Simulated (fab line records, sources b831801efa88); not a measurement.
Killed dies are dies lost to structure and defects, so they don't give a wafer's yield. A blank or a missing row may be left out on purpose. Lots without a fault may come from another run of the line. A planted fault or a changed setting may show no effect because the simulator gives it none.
Which tool did it? | flow gf180mcu | 12 lots, 34 wafers sampled, at 6 steps of a route of 602

WHAT THE GAUGES READ, wafer by wafer
GF_HV_LDD_THK_MEAS_57. Usual: HV_LDD_CVD_56_THK 89.8 nm, standard deviation 1.
lot  | measured     | on            | HV_LDD_CVD_56_THK (nm) | flag
L245 | day 12 15:50 | film_metro-03 | 91.7 92.1 92.0         |
L247 | day 13 02:35 | film_metro-03 | 89.0 89.0 89.1         |
L248 | day 13 17:52 | film_metro-04 | 91.1 90.9 91.1         |
L251 | day 14 16:43 | film_metro-02 | 90.7 89.5 90.7         |
L252 | day 15 06:53 | film_metro-03 | 88.8 89.2 88.7         |
L253 | day 15 05:55 | film_metro-02 | 88.7 88.9 88.7         |
L260 | day 17 13:03 | film_metro-02 | 88.9 89.4              |
L261 | day 17 16:21 | film_metro-02 | 89.6 89.4              |
L262 | day 18 03:27 | film_metro-03 | 89.6 88.7 89.0         |
L264 | day 19 00:06 | film_metro-03 | 89.2 89.1 89.4         |
L267 | day 19 21:02 | film_metro-02 | 88.6 88.6 88.7         |
L268 | day 20 06:16 | film_metro-03 | 91.1 90.3 90.5         |

GF_PSD_RS_MEAS_14: measures by four-point-probe. Usual: NSD_RS 46.16 ohm/sq, standard deviation 0.098.
lot  | measured     | on            | NSD_RS (ohm/sq)         | flag
L245 | day 14 09:34 | film_metro-02 | 46.07 46.11 46.08       |
L247 | day 14 20:35 | film_metro-01 | 46.18 46.12 46.16       |
L248 | day 15 11:43 | film_metro-02 | 46.09 46.14 46.09       |
L251 | day 16 12:01 | film_metro-01 | 46.30 46.23 46.11       |
L252 | day 17 04:06 | film_metro-03 | 46.14 46.21 46.31       |
L253 | day 17 03:08 | film_metro-01 | 46.08 46.04 46.08       |
L260 | day 19 14:14 | film_metro-03 | 43.63 46.06 43.76 46.07 | OFF
L261 | day 19 17:05 | film_metro-01 | 43.81 43.88 43.68 43.81 | OFF
L262 | day 20 04:41 | film_metro-01 | 46.34 46.33 46.37       |
L264 | day 21 01:49 | film_metro-03 | 46.09 46.29 46.22       |
L267 | day 21 20:28 | film_metro-03 | 46.18 46.11 46.10       |
L268 | day 22 06:19 | film_metro-02 | 46.17 46.12 46.18       |

GF_PSD_RS_MEAS_15: measures by four-point-probe. Usual: PSD_RS 108.6 ohm/sq, standard deviation 0.3.
lot  | measured     | on            | PSD_RS (ohm/sq)         | flag
L245 | day 14 09:41 | film_metro-02 | 108.3 108.5 108.0       |
L247 | day 14 20:43 | film_metro-01 | 108.6 108.4 108.9       |
L248 | day 15 11:50 | film_metro-02 | 108.2 108.2 108.1       |
L251 | day 16 12:08 | film_metro-01 | 108.4 108.9 108.6       |
L252 | day 17 04:13 | film_metro-03 | 108.7 108.8 108.9       |
L253 | day 17 03:15 | film_metro-01 | 108.6 108.7 108.5       |
L260 | day 19 16:34 | film_metro-03 | 103.2 108.4 103.1 108.5 | OFF
L261 | day 19 19:26 | film_metro-01 | 103.9 104.1 103.7 104.2 | OFF
L262 | day 20 04:49 | film_metro-01 | 109.5 108.9 109.3       |
L264 | day 21 01:56 | film_metro-03 | 108.7 109.0 108.8       |
L267 | day 21 20:35 | film_metro-03 | 108.5 108.2 108.5       |
L268 | day 22 06:26 | film_metro-02 | 108.2 108.6 108.7       |

GF_CONTACT_THK_MEAS_03. Usual: CONTACT_CVD_02_THK 862 nm, standard deviation 10.
lot  | measured     | on            | CONTACT_CVD_02_THK (nm) | flag
L245 | day 15 08:04 | film_metro-02 | 868 877 868             |
L247 | day 15 18:25 | film_metro-02 | 849 855 875             |
L248 | day 16 10:38 | film_metro-03 | 870 891 878             |
L251 | day 17 12:13 | film_metro-02 | 858 864 861             |
L252 | day 18 04:34 | film_metro-04 | 867 870 855             |
L253 | day 18 03:50 | film_metro-02 | 861 871 874             |
L260 | day 20 15:54 | film_metro-03 | 847 850                 |
L261 | day 20 18:24 | film_metro-04 | 854 853                 |
L262 | day 21 05:37 | film_metro-03 | 858 858 874             |
L264 | day 22 02:37 | film_metro-03 | 858 867 864             |
L267 | day 22 20:59 | film_metro-04 | 853 870 860             |
L268 | day 23 06:11 | film_metro-03 | 851 876 862             |

WHICH TOOL RAN EACH LOT (tool, then ch and the chambers of the sampled wafers, then the start)
lot  | GF_VT_IMPLANT_STRIP_31               | GF_PSD_RTA_13
L245 | plasma_asher-04 ch 0,1, day 6 20:49  | rtp_anneal-01 ch 0, day 14 09:28
L247 | plasma_asher-02 ch 0,1, day 7 08:07  | rtp_anneal-02 ch 0, day 14 20:30
L248 | plasma_asher-01 ch 0,1, day 7 17:47  | rtp_anneal-01 ch 0, day 15 11:37
L251 | plasma_asher-01 ch 1, day 8 11:41    | rtp_anneal-01 ch 0, day 16 11:55
L252 | plasma_asher-02 ch 0,1, day 8 19:26  | rtp_anneal-02 ch 0, day 17 04:01
L253 | plasma_asher-02 ch 0,1, day 9 00:27  | rtp_anneal-01 ch 0, day 17 03:02
L260 | plasma_asher-01 ch 1, day 11 01:11   | rtp_anneal-02 ch 0, day 19 14:09
L261 | plasma_asher-04 ch 0,1, day 11 04:45 | rtp_anneal-02 ch 0, day 19 17:00
L262 | plasma_asher-02 ch 0,1, day 11 10:01 | rtp_anneal-01 ch 0, day 20 04:37
L264 | plasma_asher-02 ch 0,1, day 12 00:47 | rtp_anneal-01 ch 0, day 21 01:43
L267 | plasma_asher-02 ch 0,1, day 12 20:50 | rtp_anneal-01 ch 0, day 21 20:22
L268 | plasma_asher-02 ch 0,1, day 13 02:38 | rtp_anneal-01 ch 0, day 22 06:10
- GF_VT_IMPLANT_STRIP_31: strips in O2/N2.
- GF_PSD_RTA_13: time 20 s.

WHAT THE TOOLS THEMSELVES READ (means of the sampled wafers that have a number; where no wafer has one, the mark that the record gives instead)
GF_VT_IMPLANT_STRIP_31. Usual: drypump_motor_current_A 5.6 A, standard deviation 0.39; heater_power_w 330 W, standard deviation 40; oes_product_au 0.715 a.u., standard deviation 0.0052; strip_time_to_endpoint_s 12.622 s, standard deviation 0.027.
lot  | tool            | drypump_motor_current_A (A) | heater_power_w (W) | oes_product_au (a.u.) | strip_time_to_endpoint_s (s) | flag
L245 | plasma_asher-04 | 5.3                         | 289                | 0.717                 | 12.590                       |
L247 | plasma_asher-02 | 5.9                         | 349                | 0.715                 | 12.597                       |
L248 | plasma_asher-01 | 5.5                         | 346                | 0.710                 | 12.605                       |
L251 | plasma_asher-01 | 5.4                         | 336                | 0.723                 | 12.616                       |
L252 | plasma_asher-02 | 6.1                         | 372                | 0.715                 | 12.646                       |
L253 | plasma_asher-02 | 5.9                         | 347                | 0.714                 | 12.606                       |
L260 | plasma_asher-01 | 5.5                         | 336                | 0.716                 | 12.639                       |
L261 | plasma_asher-04 | 5.3                         | 290                | 0.718                 | 12.630                       |
L262 | plasma_asher-02 | 6.1                         | 370                | 0.712                 | 12.653                       |
L264 | plasma_asher-02 | 5.9                         | 342                | 0.715                 | 12.653                       |
L267 | plasma_asher-02 | 6.1                         | 373                | 0.713                 | 12.636                       |
L268 | plasma_asher-02 | 5.9                         | 353                | 0.718                 | 12.574                       |

GF_PSD_RTA_13. Usual: chamber_o2_ppm 1.999, standard deviation 0.022; lamp_power_pct 41 %, standard deviation 3.3; run_length_s 48.8 s, standard deviation 0.64; wafer_temp_C_max 1029.7, standard deviation 1.3.
lot  | tool          | chamber_o2_ppm | lamp_power_pct (%) | run_length_s (s) | wafer_temp_C_max | flag
L245 | rtp_anneal-01 | 2.012          | 45                 | 48.4             | 1028.3           |
L247 | rtp_anneal-02 | 1.996          | 38                 | 48.6             | 1030.9           |
L248 | rtp_anneal-01 | 1.999          | 45                 | 48.6             | 1028.4           |
L251 | rtp_anneal-01 | 1.981          | 45                 | 48.5             | 1028.7           |
L252 | rtp_anneal-02 | 1.996          | 38                 | 48.6             | 1029.8           |
L253 | rtp_anneal-01 | 2.018          | 45                 | 48.6             | 1028.9           |
L260 | rtp_anneal-02 | 1.988          | 38                 | 54.8             | 1030.5           | OFF
L261 | rtp_anneal-02 | 2.002          | 38                 | 60.6             | 1031.0           | OFF
L262 | rtp_anneal-01 | 2.006          | 45                 | 48.4             | 1028.3           |
L264 | rtp_anneal-01 | 2.016          | 45                 | 48.6             | 1028.6           |
L267 | rtp_anneal-01 | 1.988          | 45                 | 48.5             | 1029.6           |
L268 | rtp_anneal-01 | 2.012          | 45                 | 50.9             | 1028.7           | OFF

THE ANSWER, worked out from the rows above alone
Rule: a lot is off if the mean of its wafers that have a number lies more than 3 standard deviations from the usual mean. A lot without any number at a reading at which 4 lots or more have one is off too. The other lots that the step has rows for count as sound. The gauges are gone through in route order, then the tools' own readings, and for those a lot's mean is taken as printed above. The first step at which some lot is off is used, and at that step the reading that is off furthest; a lot without a number counts as furthest.
Off: L260, L261, at GF_PSD_RS_MEAS_14 (NSD_RS).
A tool fits if, at a process step before that reading, it ran every lot that is off, and no sound lot after the first of them. The gauges at GF_PSD_RS_MEAS_14 aren't tried: what is off there is off at GF_PSD_RTA_13 too, on other tools, and a gauge's error can't cause that. One fits: rtp_anneal-02 at GF_PSD_RTA_13. Its last sound lot is L252 (day 17 04:01), its first lot that is off L260 (day 19 14:09): a fault that began between those two fits.
The tool's own readings at GF_PSD_RTA_13 bear it out: on the lots that are off they differ by more than 5 times the standard deviation of the sound lots' means. run_length_s reads 57.7 s there against 48.8 s on the sound lots.

WHAT THE SIMULATOR HAD PUT IN
Process parameter drift: rtp_anneal-02, from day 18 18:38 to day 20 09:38, at GF_PSD_RTA_13. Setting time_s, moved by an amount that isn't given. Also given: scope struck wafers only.
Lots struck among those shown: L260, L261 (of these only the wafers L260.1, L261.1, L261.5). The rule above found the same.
